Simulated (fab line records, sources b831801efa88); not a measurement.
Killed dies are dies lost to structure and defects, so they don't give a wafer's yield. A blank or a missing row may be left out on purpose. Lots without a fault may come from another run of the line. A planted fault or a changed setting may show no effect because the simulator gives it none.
Which tool did it? | flow gf180mcu | 10 lots, 30 wafers sampled, at 6 steps of a route of 602

WHAT THE GAUGES READ, wafer by wafer
GF_HV_LDD_TW_MEAS_38. Usual: HV_LDD_3_TW 1439, standard deviation 7.8.
lot  | measured     | on            | HV_LDD_3_TW                   | flag
L216 | day 11 07:22 | film_metro-02 | 1435 1436 1431                |
L217 | day 11 22:23 | film_metro-03 | 1448 1449 1441                |
L218 | day 12 06:00 | film_metro-02 | 1440 1440 1442                |
L219 | day 12 09:48 | film_metro-03 | 1455 1457 1451                |
L221 | day 13 02:23 | film_metro-02 | 1437 1440 1434                |
L222 | day 13 07:26 | film_metro-01 | 1439 1440 1441                |
L226 | day 14 21:29 | film_metro-02 | 1429 1427 1423                |
L236 | day 17 21:59 | film_metro-03 | 1379 1380 1391 1379 1384 1388 | OFF
L237 | day 18 07:54 | film_metro-03 | 1391 1386 1385 1397 1395 1391 | OFF
L238 | day 18 18:16 | film_metro-02 | 1376 1376 1371 1377 1376 1375 | OFF

GF_HV_LDD_RS_MEAS_53: measures by four-point-probe. Usual: HV_LDD_RS 418.9 ohm/sq, standard deviation 0.89.
lot  | measured     | on            | HV_LDD_RS (ohm/sq)                  | flag
L216 | day 12 03:08 | film_metro-03 | 419.6 418.9 419.0                   |
L217 | day 12 18:10 | film_metro-03 | 419.4 419.2 420.0                   |
L218 | day 13 02:07 | film_metro-03 | 419.9 419.5 420.1                   |
L219 | day 13 05:47 | film_metro-02 | 418.3 418.6 419.5                   |
L221 | day 13 23:02 | film_metro-01 | 418.2 417.5 417.7                   |
L222 | day 14 04:16 | film_metro-02 | 419.7 419.5 419.6                   |
L226 | day 15 18:52 | film_metro-02 | 419.5 418.2 419.4                   |
L236 | day 18 22:05 | film_metro-03 | 430.2 428.7 428.8 429.8 429.1 429.2 | OFF
L237 | day 19 08:47 | film_metro-01 | 428.5 428.8 430.3 427.7 429.2 430.5 | OFF
L238 | day 19 19:11 | film_metro-02 | 428.1 426.2 426.6 427.9 427.4 427.4 | OFF

WHICH TOOL RAN EACH LOT (tool, then ch and the chambers of the sampled wafers, then the start)
lot  | GF_DUAL_GATE_STRIP_13                | GF_POLY_GATE_ETCH_13             | GF_HV_LDD_IMPLANT_35            | GF_HV_LDD_STRIP_49
L216 | plasma_asher-04 ch 0,1, day 8 01:45  | rie_si-01 ch 0,1,2, day 8 23:16  | implanter-01 ch 0, day 11 07:01 | plasma_asher-02 ch 0,1, day 12 02:49
L217 | plasma_asher-01 ch 0,1, day 8 14:32  | rie_si-01 ch 0,1, day 9 12:40    | implanter-04 ch 0, day 11 22:01 | plasma_asher-03 ch 0,1, day 12 17:52
L218 | plasma_asher-01 ch 0,1, day 8 18:43  | rie_si-01 ch 0,1,2, day 9 18:04  | implanter-03 ch 0, day 12 05:37 | plasma_asher-01 ch 0,1, day 13 01:41
L219 | plasma_asher-02 ch 0,1, day 9 00:52  | rie_si-01 ch 0,3, day 9 22:58    | implanter-01 ch 0, day 12 09:24 | plasma_asher-03 ch 0,1, day 13 05:30
L221 | plasma_asher-02 ch 1, day 9 15:28    | rie_si-02 ch 0,1,3, day 10 13:50 | implanter-04 ch 0, day 13 02:01 | plasma_asher-03 ch 0,1, day 13 22:44
L222 | plasma_asher-04 ch 0,1, day 9 19:34  | rie_si-02 ch 1,3, day 10 17:33   | implanter-03 ch 0, day 13 07:02 | plasma_asher-02 ch 0,1, day 14 03:59
L226 | plasma_asher-04 ch 0,1, day 11 05:40 | rie_si-01 ch 0,2,3, day 12 05:10 | implanter-03 ch 0, day 14 21:05 | plasma_asher-03 ch 1, day 15 18:35
L236 | plasma_asher-02 ch 0,1, day 14 00:25 | rie_si-02 ch 1,2,3, day 15 01:04 | implanter-03 ch 0, day 17 21:35 | plasma_asher-01 ch 0,1, day 18 21:45
L237 | plasma_asher-04 ch 0,1, day 14 07:37 | rie_si-02 ch 1,2,3, day 15 10:02 | implanter-03 ch 0, day 18 07:30 | plasma_asher-03 ch 0,1, day 19 08:27
L238 | plasma_asher-04 ch 0,1, day 14 18:37 | rie_si-01 ch 1,2,3, day 15 19:37 | implanter-03 ch 0, day 18 17:52 | plasma_asher-03 ch 0,1, day 19 18:53
- GF_DUAL_GATE_STRIP_13: strips in O2/N2.
- GF_POLY_GATE_ETCH_13: etches poly-Si in HBr/Cl2, stops on SiO2, target depth 198.5 nm, time 69.6 s.
- GF_HV_LDD_IMPLANT_35
- GF_HV_LDD_STRIP_49: strips in O2/N2.

WHAT THE TOOLS THEMSELVES READ (means of the sampled wafers that have a number; where no wafer has one, the mark that the record gives instead)
GF_DUAL_GATE_STRIP_13. Usual: drypump_motor_current_A 5.92 A, standard deviation 0.27; heater_power_w 357 W, standard deviation 24; oes_product_au 0.715 a.u., standard deviation 0.0044; strip_time_to_endpoint_s 12.73 s, standard deviation 0.038.
lot  | tool            | drypump_motor_current_A (A) | heater_power_w (W) | oes_product_au (a.u.) | strip_time_to_endpoint_s (s) | flag
L216 | plasma_asher-04 | 5.94                        | 375                | 0.715                 | 12.72                        |
L217 | plasma_asher-01 | 5.62                        | 364                | 0.713                 | 12.71                        |
L218 | plasma_asher-01 | 5.45                        | 352                | 0.713                 | 12.69                        |
L219 | plasma_asher-02 | 6.04                        | 332                | 0.721                 | 12.73                        |
L221 | plasma_asher-02 | 5.96                        | 316                | 0.715                 | 12.75                        |
L222 | plasma_asher-04 | 6.06                        | 359                | 0.714                 | 12.77                        |
L226 | plasma_asher-04 | 5.94                        | 373                | 0.717                 | 12.77                        |
L236 | plasma_asher-02 | 6.03                        | 332                | 0.717                 | 12.71                        |
L237 | plasma_asher-04 | 6.06                        | 357                | 0.718                 | 12.75                        |
L238 | plasma_asher-04 | 5.94                        | 372                | 0.718                 | 12.76                        |

GF_POLY_GATE_ETCH_13. Usual: drypump_motor_current_A 5.8 A, standard deviation 0.42; he_backside_leak_sccm 2.66 sccm, standard deviation 0.23; mfc_cl2_sccm 50.00 sccm, standard deviation 0.16; oes_product_au 0.989 a.u., standard deviation 0.0075; throttle_valve_pct 33.684 %, standard deviation 0.0089.
lot  | tool      | drypump_motor_current_A (A) | he_backside_leak_sccm (sccm) | mfc_cl2_sccm (sccm) | oes_product_au (a.u.) | throttle_valve_pct (%) | flag
L216 | rie_si-01 | 5.6                         | 2.58                         | 50.10               | 0.997                 | 33.673                 |
L217 | rie_si-01 | 5.9                         | 2.76                         | 50.11               | 0.994                 | 33.686                 |
L218 | rie_si-01 | 5.6                         | 2.63                         | 49.93               | 0.995                 | 33.689                 |
L219 | rie_si-01 | 6.2                         | 2.73                         | 49.94               | 0.986                 | 33.684                 |
L221 | rie_si-02 | 5.8                         | 2.93                         | 49.95               | 0.990                 | 33.679                 |
L222 | rie_si-02 | 5.7                         | 2.69                         | 50.09               | 0.985                 | 33.683                 |
L226 | rie_si-01 | 5.9                         | 2.59                         | 49.94               | 0.987                 | 33.685                 |
L236 | rie_si-02 | 5.8                         | 2.74                         | 49.97               | 0.986                 | 33.686                 |
L237 | rie_si-02 | 5.8                         | 2.74                         | 49.86               | 0.979                 | 33.688                 |
L238 | rie_si-01 | 5.5                         | 2.57                         | 50.00               | 0.989                 | 33.678                 |

GF_HV_LDD_IMPLANT_35. Usual: dose_ions_cm2 7.498e+12, standard deviation 7.7e+09; end_station_pressure_torr 5.02e-06 Torr, standard deviation 2.9e-07; faraday_current_uA 42.3, standard deviation 0.93.
lot  | tool         | dose_ions_cm2 | end_station_pressure_torr (Torr) | faraday_current_uA | flag
L216 | implanter-01 | 7.496e+12     | 4.83e-06                         | 41.9               |
L217 | implanter-04 | 7.498e+12     | 5.41e-06                         | 42.0               |
L218 | implanter-03 | 7.503e+12     | 5.32e-06                         | 42.3               |
L219 | implanter-01 | 7.505e+12     | 5.08e-06                         | 42.9               |
L221 | implanter-04 | 7.501e+12     | 4.91e-06                         | 42.5               |
L222 | implanter-03 | 7.495e+12     | 4.99e-06                         | 42.2               |
L226 | implanter-03 | 7.502e+12     | 5.00e-06                         | 42.9               |
L236 | implanter-03 | 3.950e+12     | 5.21e-06                         | 21.9               | OFF
L237 | implanter-03 | 3.947e+12     | 4.94e-06                         | 22.6               | OFF
L238 | implanter-03 | 3.952e+12     | 4.90e-06                         | 21.8               | OFF

GF_HV_LDD_STRIP_49. Usual: drypump_motor_current_A 5.78 A, standard deviation 0.3; heater_power_w 341 W, standard deviation 26; oes_product_au 0.716 a.u., standard deviation 0.0046; strip_time_to_endpoint_s 12.63 s, standard deviation 0.038.
lot  | tool            | drypump_motor_current_A (A) | heater_power_w (W) | oes_product_au (a.u.) | strip_time_to_endpoint_s (s) | flag
L216 | plasma_asher-02 | 6.09                        | 351                | 0.709                 | 12.58                        |
L217 | plasma_asher-03 | 5.72                        | 323                | 0.713                 | 12.63                        |
L218 | plasma_asher-01 | 5.46                        | 349                | 0.719                 | 12.62                        |
L219 | plasma_asher-03 | 5.60                        | 326                | 0.715                 | 12.57                        |
L221 | plasma_asher-03 | 5.74                        | 325                | 0.714                 | 12.65                        |
L222 | plasma_asher-02 | 6.04                        | 329                | 0.712                 | 12.65                        |
L226 | plasma_asher-03 | 5.83                        | 333                | 0.715                 | 12.65                        |
L236 | plasma_asher-01 | 5.62                        | 367                | 0.716                 | 12.60                        |
L237 | plasma_asher-03 | 5.72                        | 325                | 0.714                 | 12.65                        |
L238 | plasma_asher-03 | 5.72                        | 327                | 0.720                 | 12.63                        |

THE ANSWER, worked out from the rows above alone
Rule: a lot is off if the mean of its wafers that have a number lies more than 3 standard deviations from the usual mean. A lot without any number at a reading at which 4 lots or more have one is off too. The other lots that the step has rows for count as sound. The gauges are gone through in route order, then the tools' own readings, and for those a lot's mean is taken as printed above. The first step at which some lot is off is used, and at that step the reading that is off furthest; a lot without a number counts as furthest.
Off: L236, L237, L238, at GF_HV_LDD_TW_MEAS_38 (HV_LDD_3_TW).
A tool fits if, at a process step before that reading, it ran every lot that is off, and no sound lot after the first of them. The gauges at GF_HV_LDD_TW_MEAS_38 aren't tried: what is off there is off at GF_HV_LDD_IMPLANT_35 too, on other tools, and a gauge's error can't cause that. One fits: implanter-03 at GF_HV_LDD_IMPLANT_35. Its last sound lot is L226 (day 14 21:05), its first lot that is off L236 (day 17 21:35): a fault that began between those two fits.
The tool's own readings at GF_HV_LDD_IMPLANT_35 bear it out: on the lots that are off they differ by more than 5 times the standard deviation of the sound lots' means. dose_ions_cm2 reads 3.950e+12 there against 7.500e+12 on the sound lots; faraday_current_uA reads 22.1 there against 42.4 on the sound lots.

WHAT THE SIMULATOR HAD PUT IN
Process parameter drift: implanter-03, from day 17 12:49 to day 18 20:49, at GF_HV_LDD_IMPLANT_35. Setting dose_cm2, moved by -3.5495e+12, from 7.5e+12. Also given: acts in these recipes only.
Lots struck among those shown: L236, L237, L238. The rule above found the same.
